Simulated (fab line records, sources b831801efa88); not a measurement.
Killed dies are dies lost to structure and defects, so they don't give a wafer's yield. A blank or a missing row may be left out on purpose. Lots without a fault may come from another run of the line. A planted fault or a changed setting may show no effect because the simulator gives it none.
Which tool did it? | flow gf180mcu | 24 lots, 72 wafers sampled, at 6 steps of a route of 602

WHAT THE GAUGES READ, wafer by wafer
GF_CONTACT_BOW_MEAS_05.
lot  | measured     | on            | CONTACT_BOW (um)
L074 | day 15 02:20 | film_metro-02 | 57 59 58
L075 | day 15 12:28 | film_metro-03 | 62 70 57
L076 | day 15 16:12 | film_metro-04 | 69 71 57
L077 | day 15 20:28 | film_metro-02 | 64 50 65
L078 | day 16 11:26 | film_metro-03 | 66 64 69
L079 | day 16 19:09 | film_metro-03 | 61 64 59
L080 | day 17 05:36 | film_metro-03 | 73 67 72
L081 | day 17 15:56 | film_metro-02 | 65 69 72
L082 | day 18 03:23 | film_metro-03 | 56 61 67
L083 | day 18 09:39 | film_metro-04 | 57 66 51
L084 | day 19 00:44 | film_metro-02 | 62 66 49
L085 | day 19 11:18 | film_metro-03 | 74 67 65
L086 | day 19 11:35 | film_metro-02 | 66 67 65
L087 | day 19 20:14 | film_metro-02 | 61 57 60
L088 | day 20 07:24 | film_metro-03 | 57 58 66
L089 | day 20 18:41 | film_metro-04 | 67 66 64
L090 | day 21 04:38 | film_metro-02 | 68 59 61
L091 | day 21 08:29 | film_metro-02 | 65 51 61
L092 | day 21 17:43 | film_metro-04 | 56 61 52
L093 | day 21 22:16 | film_metro-04 | 61 68 75
L094 | day 22 08:28 | film_metro-04 | 78 64 52
L095 | day 22 12:20 | film_metro-04 | 61 60 59
L096 | day 22 20:23 | film_metro-02 | 62 68 66
L097 | day 23 05:55 | film_metro-04 | 62 74 71

GF_V2_THK_MEAS_01.
lot  | measured     | on            | V2_CVD_00_THK (nm)
L074 | day 19 02:25 | film_metro-03 | 603 594 591
L075 | day 19 14:07 | film_metro-04 | 593 603 588
L076 | day 19 18:09 | film_metro-03 | 603 597 603
L077 | day 19 22:17 | film_metro-04 | 610 608 601
L078 | day 20 23:58 | film_metro-03 | 601 605 606
L079 | day 21 00:18 | film_metro-04 | 596 596 590
L080 | day 21 09:39 | film_metro-03 | 585 589 590
L081 | day 21 21:06 | film_metro-02 | 594 590 593
L082 | day 22 08:26 | film_metro-02 | 599 598 594
L083 | day 22 15:05 | film_metro-04 | 610 599 601
L084 | day 23 05:31 | film_metro-04 | 600 593 591
L085 | day 23 16:21 | film_metro-03 | 587 584 593
L086 | day 23 16:59 | film_metro-03 | 596 591 586
L087 | day 24 00:14 | film_metro-02 | 594 588 589
L088 | day 24 10:08 | film_metro-03 | 584 597 595
L089 | day 24 20:40 | film_metro-02 | 596 595 595
L090 | day 25 05:43 | film_metro-04 | 605 601 602
L091 | day 25 09:12 | film_metro-02 | 597 606 593
L092 | day 25 17:29 | film_metro-03 | 595 598 599
L093 | day 25 21:51 | film_metro-02 | 602 601 598
L094 | day 26 06:21 | film_metro-02 | 604 593 592
L095 | day 26 10:56 | film_metro-04 | 588 590 596
L096 | day 26 17:34 | film_metro-02 | 595 601 602
L097 | day 27 01:43 | film_metro-04 | 587 599 592

GF_M3_OVL_MEAS_15.
lot  | measured     | on         | M3_OVL (nm)
L074 | day 21 05:54 | overlay-01 | -8 -8 1
L075 | day 21 17:01 | overlay-02 | -8 -9 -8
L076 | day 21 20:41 | overlay-02 | 7 7 3
L077 | day 22 00:38 | overlay-01 | 8 8 14
L078 | day 23 01:27 | overlay-02 | 12 13 19
L079 | day 23 01:44 | overlay-02 | 2 -3 -3
L080 | day 23 11:32 | overlay-02 | 5 10 6
L081 | day 23 21:59 | overlay-01 | 16 15 6
L082 | day 24 09:09 | overlay-02 | 9 8 14
L083 | day 24 14:58 | overlay-02 | 8 6 10
L084 | day 25 05:14 | overlay-02 | 3 11 1
L085 | day 25 14:45 | overlay-01 | 2 -2 0
L086 | day 25 16:02 | overlay-01 | 6 7 0
L087 | day 25 22:12 | overlay-02 | 2 2 1
L088 | day 26 06:57 | overlay-01 | -4 -1 2
L089 | day 26 16:28 | overlay-01 | 5 1 1
L090 | day 27 01:14 | overlay-02 | 4 8 3
L091 | day 27 05:21 | overlay-02 | 4 9 15
L092 | day 27 12:41 | overlay-01 | -4 -5 -5
L093 | day 27 16:48 | overlay-02 | 10 6 6
L094 | day 28 00:26 | overlay-02 | 0 7 -1
L095 | day 28 06:08 | overlay-01 | 0 10 3
L096 | day 28 12:26 | overlay-01 | 10 5 9
L097 | day 28 18:58 | overlay-02 | 13 9 17

GF_V4_THK_MEAS_01.
lot  | measured     | on            | V4_CVD_00_THK (nm)
L074 | day 23 08:59 | film_metro-03 | 597 606 602
L075 | day 23 19:59 | film_metro-03 | 593 614 602
L076 | day 23 23:09 | film_metro-02 | 601 599 595
L077 | day 24 03:15 | film_metro-03 | 601 594 596
L078 | day 25 01:32 | film_metro-02 | 599 600 598
L079 | day 25 02:05 | film_metro-03 | 601 600 603
L080 | day 25 10:19 | film_metro-02 | 607 608 596
L081 | day 25 20:48 | film_metro-03 | 603 602 607
L082 | day 26 07:46 | film_metro-02 | 600 607 609
L083 | day 26 13:00 | film_metro-04 | 607 606 601
L084 | day 27 02:23 | film_metro-04 | 607 600 611
L085 | day 27 11:20 | film_metro-04 | 599 590 594
L086 | day 27 13:47 | film_metro-03 | 609 599 606
L087 | day 27 19:10 | film_metro-02 | 600 593 599
L088 | day 28 04:04 | film_metro-03 | 592 597 592
L089 | day 28 12:51 | film_metro-02 | 610 612 612
L090 | day 28 20:55 | film_metro-04 | 607 605 599
L091 | day 29 01:03 | film_metro-03 | 608 605 608
L092 | day 29 06:58 | film_metro-04 | 603 603 606
L093 | day 29 11:44 | film_metro-03 | 602 604 605
L094 | day 29 18:55 | film_metro-04 | 600 600 596
L095 | day 29 23:12 | film_metro-02 | 604 596 603
L096 | day 30 04:50 | film_metro-02 | 593 599 600
L097 | day 30 11:35 | film_metro-04 | 599 598 600

GF_TOP_METAL_OVL_MEAS_15.
lot  | measured     | on         | TOP_METAL_OVL (nm)
L074 | day 28 00:56 | overlay-01 | 2.2 3.7 1.5
L075 | day 28 09:46 | overlay-02 | 2.1 1.2 3.0
L076 | day 28 13:00 | overlay-01 | -0.2 1.1 1.2
L077 | day 28 16:07 | overlay-02 | -0.5 1.3 -0.2
L078 | day 29 13:01 | overlay-02 | 2.2 2.7 2.1
L079 | day 29 13:29 | overlay-02 | -0.5 -0.5 -0.9
L080 | day 29 18:39 | overlay-02 | -0.4 0.9 0.7
L081 | day 30 04:38 | overlay-01 | 0.8 1.1 0.0
L082 | day 30 15:04 | overlay-01 | -1.6 -0.4 -1.1
L083 | day 30 19:43 | overlay-02 | 3.2 2.6 2.9
L084 | day 31 07:02 | overlay-01 | 3.1 2.4 2.0
L085 | day 31 13:28 | overlay-01 | 0.2 1.6 0.0
L086 | day 31 15:20 | overlay-01 | 0.1 0.5 -0.6
L087 | day 31 21:04 | overlay-02 | -1.0 -0.7 0.3
L088 | day 32 05:04 | overlay-02 | 1.1 0.5 1.5
L089 | day 32 11:11 | overlay-02 | 0.9 2.2 1.7
L090 | day 32 18:36 | overlay-01 | 0.1 0.9 1.2
L091 | day 32 23:00 | overlay-02 | 0.5 -1.1 -0.1
L092 | day 33 03:40 | overlay-01 | 0.0 -0.3 -0.4
L093 | day 33 08:16 | overlay-01 | 0.1 0.1 -1.0
L094 | day 33 14:21 | overlay-02 | 2.1 1.3 3.2
L095 | day 33 17:47 | overlay-02 | 1.4 1.4 1.6
L096 | day 33 23:22 | overlay-02 | 0.5 -0.7 -0.1
L097 | day 34 04:03 | overlay-02 | -0.4 0.1 0.3

WHICH TOOL RAN EACH LOT (tool, then ch and the chambers of the sampled wafers, then the start)
lot  | GF_V3_ETCH_17
L074 | rie_diel-03 ch 0,2,3, day 23 08:59 or earlier
L075 | rie_diel-01 ch 1,2, day 23 19:59 or earlier
L076 | rie_diel-01 ch 0,2, day 23 23:09 or earlier
L077 | rie_diel-02 ch 0,2, day 24 03:15 or earlier
L078 | rie_diel-03 ch 2,3, day 25 01:32 or earlier
L079 | rie_diel-01 ch 0,2, day 25 02:05 or earlier
L080 | rie_diel-02 ch 0,1, day 25 10:19 or earlier
L081 | rie_diel-02 ch 0,1,3, day 25 20:48 or earlier
L082 | rie_diel-02 ch 0,3, day 26 07:46 or earlier
L083 | rie_diel-01 ch 1,3, day 26 13:00 or earlier
L084 | rie_diel-01 ch 1,2,3, day 27 02:23 or earlier
L085 | rie_diel-01 ch 0,2,3, day 27 11:20 or earlier
L086 | rie_diel-03 ch 0,1, day 27 13:47 or earlier
L087 | rie_diel-03 ch 1,3, day 27 19:10 or earlier
L088 | rie_diel-03 ch 0,2,3, day 28 04:04 or earlier
L089 | rie_diel-01 ch 0,2,3, day 28 12:51 or earlier
L090 | rie_diel-01 ch 0,2,3, day 28 20:55 or earlier
L091 | rie_diel-03 ch 0,3, day 29 01:03 or earlier
L092 | rie_diel-02 ch 1,2,3, day 29 06:58 or earlier
L093 | rie_diel-03 ch 0,2,3, day 29 11:44 or earlier
L094 | rie_diel-03 ch 0,1,3, day 29 18:55 or earlier
L095 | rie_diel-03 ch 0,1,3, day 29 23:12 or earlier
L096 | rie_diel-01 ch 2,3, day 30 04:50 or earlier
L097 | rie_diel-01 ch 1,2,3, day 30 11:35 or earlier
- GF_V3_ETCH_17: etches SiO2 in C4F8/O2/Ar, stops on TiN, target depth 635 nm.

WHAT THE TOOLS THEMSELVES READ (means of the sampled wafers that have a number; where no wafer has one, the mark that the record gives instead)
GF_V3_ETCH_17.
lot  | tool        | bias_w (W) | oes_product_au (a.u.)
L074 | rie_diel-03 | 1199       | 0.856
L075 | rie_diel-01 | 1202       | 0.855
L076 | rie_diel-01 | 1198       | 0.856
L077 | rie_diel-02 | 1201       | 0.850
L078 | rie_diel-03 | 1201       | 0.852
L079 | rie_diel-01 | 1200       | 0.854
L080 | rie_diel-02 | 1203       | 0.860
L081 | rie_diel-02 | 1199       | 0.858
L082 | rie_diel-02 | 1201       | 0.861
L083 | rie_diel-01 | 1195       | 0.859
L084 | rie_diel-01 | 1199       | 0.860
L085 | rie_diel-01 | 1202       | 0.855
L086 | rie_diel-03 | 1203       | 0.851
L087 | rie_diel-03 | 1202       | 0.855
L088 | rie_diel-03 | 1201       | 0.849
L089 | rie_diel-01 | 1201       | 0.852
L090 | rie_diel-01 | 1197       | 0.855
L091 | rie_diel-03 | 1200       | 0.856
L092 | rie_diel-02 | 1202       | 0.854
L093 | rie_diel-03 | 1200       | 0.858
L094 | rie_diel-03 | 1201       | 0.860
L095 | rie_diel-03 | 1200       | 0.855
L096 | rie_diel-01 | 1197       | 0.854
L097 | rie_diel-01 | 1200       | 0.859

THE ANSWER, worked out from the rows above alone
Rule: what is usual is taken from the lots themselves. Put in order of their means at a reading, lots are off if they are a third of the lots or fewer, leave a main group of 4 or more, and stand apart from it by a gap of 3 or more times the standard deviation of the main group's means; of several such gaps the widest counts. A main group whose means are all the same, to the digits that the tables above print for the reading, isn't used. A lot without any number at a reading at which 4 lots or more have one is off too. The other lots that the step has rows for count as sound. The gauges are gone through in route order, then the tools' own readings, and for those a lot's mean is taken as printed above. The first step at which some lot is off is used, and at that step the reading that is off furthest; a lot without a number counts as furthest.
No lot is off at any reading shown: from this, nothing can be told.

WHAT THE SIMULATOR HAD PUT IN
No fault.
